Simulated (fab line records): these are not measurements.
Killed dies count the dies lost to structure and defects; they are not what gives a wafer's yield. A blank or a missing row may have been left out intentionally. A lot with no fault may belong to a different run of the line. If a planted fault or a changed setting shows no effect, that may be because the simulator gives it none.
Which tool was responsible? || flow sky130 || 11 lots with 33 wafers sampled at 5 steps, on a route of 708 steps

WHAT EACH GAUGE READ, for each wafer
SKY_VIA3_BOW_MEAS_03.
{"lot": "L423", "measured": "day 38 10:58", "on": "film_metro-04", "VIA3_BOW (um)": "81 81 88"}
{"lot": "L426", "measured": "day 39 17:14", "on": "film_metro-02", "VIA3_BOW (um)": "84 77 99"}
{"lot": "L427", "measured": "day 39 22:25", "on": "film_metro-04", "VIA3_BOW (um)": "79 91 79"}
{"lot": "L428", "measured": "day 39 22:11", "on": "film_metro-02", "VIA3_BOW (um)": "74 93 87"}
{"lot": "L432", "measured": "day 41 04:37", "on": "film_metro-04", "VIA3_BOW (um)": "90 74 83"}
{"lot": "L437", "measured": "day 42 14:14", "on": "film_metro-01", "VIA3_BOW (um)": "75 82 81"}
{"lot": "L440", "measured": "day 43 10:48", "on": "film_metro-01", "VIA3_BOW (um)": "78 79 83"}
{"lot": "L441", "measured": "day 43 16:14", "on": "film_metro-01", "VIA3_BOW (um)": "79 84 81"}
{"lot": "L442", "measured": "day 43 19:19", "on": "film_metro-01", "VIA3_BOW (um)": "80 84 80"}
{"lot": "L443", "measured": "day 44 00:54", "on": "film_metro-04", "VIA3_BOW (um)": "75 79 73"}
{"lot": "L445", "measured": "day 44 10:39", "on": "film_metro-01", "VIA3_BOW (um)": "80 78 78"}

SKY_METAL4_CD_MEAS_13: the cd target is 300 nm.
{"lot": "L423", "measured": "day 41 13:37", "on": "cd_sem-02", "cd_nm (nm)": "301.0 300.7 301.1"}
{"lot": "L426", "measured": "day 42 19:31", "on": "cd_sem-01", "cd_nm (nm)": "301.1 301.2 302.2"}
{"lot": "L427", "measured": "day 42 23:26", "on": "cd_sem-02", "cd_nm (nm)": "298.3 299.4 299.4"}
{"lot": "L428", "measured": "day 42 22:53", "on": "cd_sem-01", "cd_nm (nm)": "297.2 298.1 296.5"}
{"lot": "L432", "measured": "day 44 05:52", "on": "cd_sem-01", "cd_nm (nm)": "291.8 292.4 293.0 291.4 292.6 292.7"}
{"lot": "L437", "measured": "day 45 12:43", "on": "cd_sem-01", "cd_nm (nm)": "294.2 293.6 294.8 294.1 294.1 294.9"}
{"lot": "L440", "measured": "day 46 06:39", "on": "cd_sem-01", "cd_nm (nm)": "296.3 299.2 297.4"}
{"lot": "L441", "measured": "day 46 11:46", "on": "cd_sem-02", "cd_nm (nm)": "300.3 300.1 300.0"}
{"lot": "L442", "measured": "day 46 14:56", "on": "cd_sem-02", "cd_nm (nm)": "301.1 301.5 301.4"}
{"lot": "L443", "measured": "day 46 18:58", "on": "cd_sem-02", "cd_nm (nm)": "300.8 300.4 300.7"}
{"lot": "L445", "measured": "day 47 02:29", "on": "cd_sem-02", "cd_nm (nm)": "304.1 303.0 302.5"}

SKY_VIA4_THK_MEAS_01.
{"lot": "L423", "measured": "day 41 14:53", "on": "film_metro-03", "VIA4_HDPCVD_THK (nm)": "1771 1752 1751"}
{"lot": "L426", "measured": "day 42 20:47", "on": "film_metro-01", "VIA4_HDPCVD_THK (nm)": "1735 1773 1782"}
{"lot": "L427", "measured": "day 43 00:41", "on": "film_metro-03", "VIA4_HDPCVD_THK (nm)": "1736 1750 1745"}
{"lot": "L428", "measured": "day 43 00:07", "on": "film_metro-03", "VIA4_HDPCVD_THK (nm)": "1744 1775 1735"}
{"lot": "L432", "measured": "day 44 10:28", "on": "film_metro-02", "VIA4_HDPCVD_THK (nm)": "1743 1752 1737"}
{"lot": "L437", "measured": "day 45 19:30", "on": "film_metro-01", "VIA4_HDPCVD_THK (nm)": "1737 1762 1738"}
{"lot": "L440", "measured": "day 46 07:53", "on": "film_metro-03", "VIA4_HDPCVD_THK (nm)": "1728 1746 1737"}
{"lot": "L441", "measured": "day 46 13:02", "on": "film_metro-03", "VIA4_HDPCVD_THK (nm)": "1743 1756 1722"}
{"lot": "L442", "measured": "day 46 16:14", "on": "film_metro-02", "VIA4_HDPCVD_THK (nm)": "1765 1766 1761"}
{"lot": "L443", "measured": "day 46 20:16", "on": "film_metro-03", "VIA4_HDPCVD_THK (nm)": "1756 1747 1766"}
{"lot": "L445", "measured": "day 47 03:44", "on": "film_metro-03", "VIA4_HDPCVD_THK (nm)": "1740 1746 1724"}

WHAT TOOL EACH LOT RAN ON (gives the tool, then ch and the chambers of the sampled wafers, and finally the start)
{"lot": "L423", "SKY_METAL2_SPUTTER_00": "pvd_sputter-04, day 33 21:28", "SKY_METAL4_EXPOSE_10": "krf_scanner-02 ch 0, day 41 02:29"}
{"lot": "L426", "SKY_METAL2_SPUTTER_00": "pvd_sputter-01, day 35 06:44", "SKY_METAL4_EXPOSE_10": "krf_scanner-01 ch 0, day 42 09:06"}
{"lot": "L427", "SKY_METAL2_SPUTTER_00": "pvd_sputter-02, day 35 10:15", "SKY_METAL4_EXPOSE_10": "krf_scanner-02 ch 0, day 42 13:22"}
{"lot": "L428", "SKY_METAL2_SPUTTER_00": "pvd_sputter-01, day 35 12:37", "SKY_METAL4_EXPOSE_10": "krf_scanner-01 ch 0, day 42 12:10"}
{"lot": "L432", "SKY_METAL2_SPUTTER_00": "pvd_sputter-02, day 36 19:38", "SKY_METAL4_EXPOSE_10": "krf_scanner-02 ch 0, day 43 18:38"}
{"lot": "L437", "SKY_METAL2_SPUTTER_00": "pvd_sputter-02, day 38 07:59", "SKY_METAL4_EXPOSE_10": "krf_scanner-02 ch 0, day 45 02:08"}
{"lot": "L440", "SKY_METAL2_SPUTTER_00": "pvd_sputter-04, day 39 05:08", "SKY_METAL4_EXPOSE_10": "krf_scanner-01 ch 0, day 45 20:04"}
{"lot": "L441", "SKY_METAL2_SPUTTER_00": "pvd_sputter-02, day 39 11:40", "SKY_METAL4_EXPOSE_10": "krf_scanner-01 ch 0, day 46 01:26"}
{"lot": "L442", "SKY_METAL2_SPUTTER_00": "pvd_sputter-04, day 39 14:08", "SKY_METAL4_EXPOSE_10": "krf_scanner-01 ch 0, day 46 04:46"}
{"lot": "L443", "SKY_METAL2_SPUTTER_00": "pvd_sputter-02, day 39 20:52", "SKY_METAL4_EXPOSE_10": "krf_scanner-01 ch 0, day 46 09:28"}
{"lot": "L445", "SKY_METAL2_SPUTTER_00": "pvd_sputter-04, day 40 06:39", "SKY_METAL4_EXPOSE_10": "krf_scanner-01 ch 0, day 46 17:16"}
- SKY_METAL2_SPUTTER_00: material Ti, target thk 15 nm, time 10 s.
- SKY_METAL4_EXPOSE_10: exposes mask MM4, target cd 300 nm.

AS READ BY THE TOOLS THEMSELVES (means over the sampled wafers that have a number; for cases with no such wafer, the mark the record gives instead)
SKY_METAL2_SPUTTER_00.
{"lot": "L423", "tool": "pvd_sputter-04", "cathode_dc_power_W (W)": 2999.3, "throttle_valve_pct (%)": 30.6}
{"lot": "L426", "tool": "pvd_sputter-01", "cathode_dc_power_W (W)": 3000.6, "throttle_valve_pct (%)": 30.0}
{"lot": "L427", "tool": "pvd_sputter-02", "cathode_dc_power_W (W)": 2999.8, "throttle_valve_pct (%)": 30.2}
{"lot": "L428", "tool": "pvd_sputter-01", "cathode_dc_power_W (W)": 2999.8, "throttle_valve_pct (%)": 30.0}
{"lot": "L432", "tool": "pvd_sputter-02", "cathode_dc_power_W (W)": 3000.0, "throttle_valve_pct (%)": 30.1}
{"lot": "L437", "tool": "pvd_sputter-02", "cathode_dc_power_W (W)": 3000.3, "throttle_valve_pct (%)": 29.5}
{"lot": "L440", "tool": "pvd_sputter-04", "cathode_dc_power_W (W)": 3000.6, "throttle_valve_pct (%)": 28.7}
{"lot": "L441", "tool": "pvd_sputter-02", "cathode_dc_power_W (W)": 3000.1, "throttle_valve_pct (%)": 29.6}
{"lot": "L442", "tool": "pvd_sputter-04", "cathode_dc_power_W (W)": 2999.7, "throttle_valve_pct (%)": 30.7}
{"lot": "L443", "tool": "pvd_sputter-02", "cathode_dc_power_W (W)": 2999.5, "throttle_valve_pct (%)": 29.4}
{"lot": "L445", "tool": "pvd_sputter-04", "cathode_dc_power_W (W)": 2999.7, "throttle_valve_pct (%)": 29.6}

SKY_METAL4_EXPOSE_10.
{"lot": "L423", "tool": "krf_scanner-02", "exposure_dose_mJ_cm2": 27.95}
{"lot": "L426", "tool": "krf_scanner-01", "exposure_dose_mJ_cm2": 28.01}
{"lot": "L427", "tool": "krf_scanner-02", "exposure_dose_mJ_cm2": 28.01}
{"lot": "L428", "tool": "krf_scanner-01", "exposure_dose_mJ_cm2": 27.98}
{"lot": "L432", "tool": "krf_scanner-02", "exposure_dose_mJ_cm2": 29.16}
{"lot": "L437", "tool": "krf_scanner-02", "exposure_dose_mJ_cm2": 28.85}
{"lot": "L440", "tool": "krf_scanner-01", "exposure_dose_mJ_cm2": 27.98}
{"lot": "L441", "tool": "krf_scanner-01", "exposure_dose_mJ_cm2": 28.03}
{"lot": "L442", "tool": "krf_scanner-01", "exposure_dose_mJ_cm2": 28.03}
{"lot": "L443", "tool": "krf_scanner-01", "exposure_dose_mJ_cm2": 28.01}
{"lot": "L445", "tool": "krf_scanner-01", "exposure_dose_mJ_cm2": 27.95}

THE ANSWER, worked out from the rows above alone
Rule: usual is defined by the lots themselves. The widest of any qualifying gaps counts: lots, ordered by their means at a reading, are off when they make up no more than a third of the lots, leave a main group of 4 or more, and stand apart from it by 3 or more times the standard deviation of that group's means. A main group whose means are all the same, to the digits that the tables above print for the reading, isn't used. A lot without any number at a reading at which 4 lots or more have one is off too. All remaining lots with rows at the step are treated as sound. After the gauges, taken in route order, come the tools' own readings; for these a lot's mean is taken, as printed above. At the first step where some lot is off, the reading lying furthest off is the one used; lots without a number count as furthest.
Off: L432, L437, at SKY_METAL4_EXPOSE_10 (exposure_dose_mJ_cm2). For the main group the mean is 27.99 and the standard deviation 0.029.
If a tool, at that step or one of the process steps before it, ran each lot that is off and ran no sound lot following the first of them, it fits. One candidate fits, namely krf_scanner-02 at SKY_METAL4_EXPOSE_10. Its last sound lot is L427 (day 42 13:22), its first lot that is off L432 (day 43 18:38): a fault that began between those two fits.
The tool's own readings at SKY_METAL4_EXPOSE_10 bear it out: on the lots that are off they differ by more than 5 times the standard deviation of the sound lots' means. exposure_dose_mJ_cm2 reads 29.01 there against 27.99 on the sound lots.

WHAT THE SIMULATOR PUT IN
Drift in process parameters on krf_scanner-02 at SKY_METAL4_EXPOSE_10, starting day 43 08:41. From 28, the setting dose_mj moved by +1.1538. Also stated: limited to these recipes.
Shown lots that were struck: L432, L437. The rule given above showed the same thing.
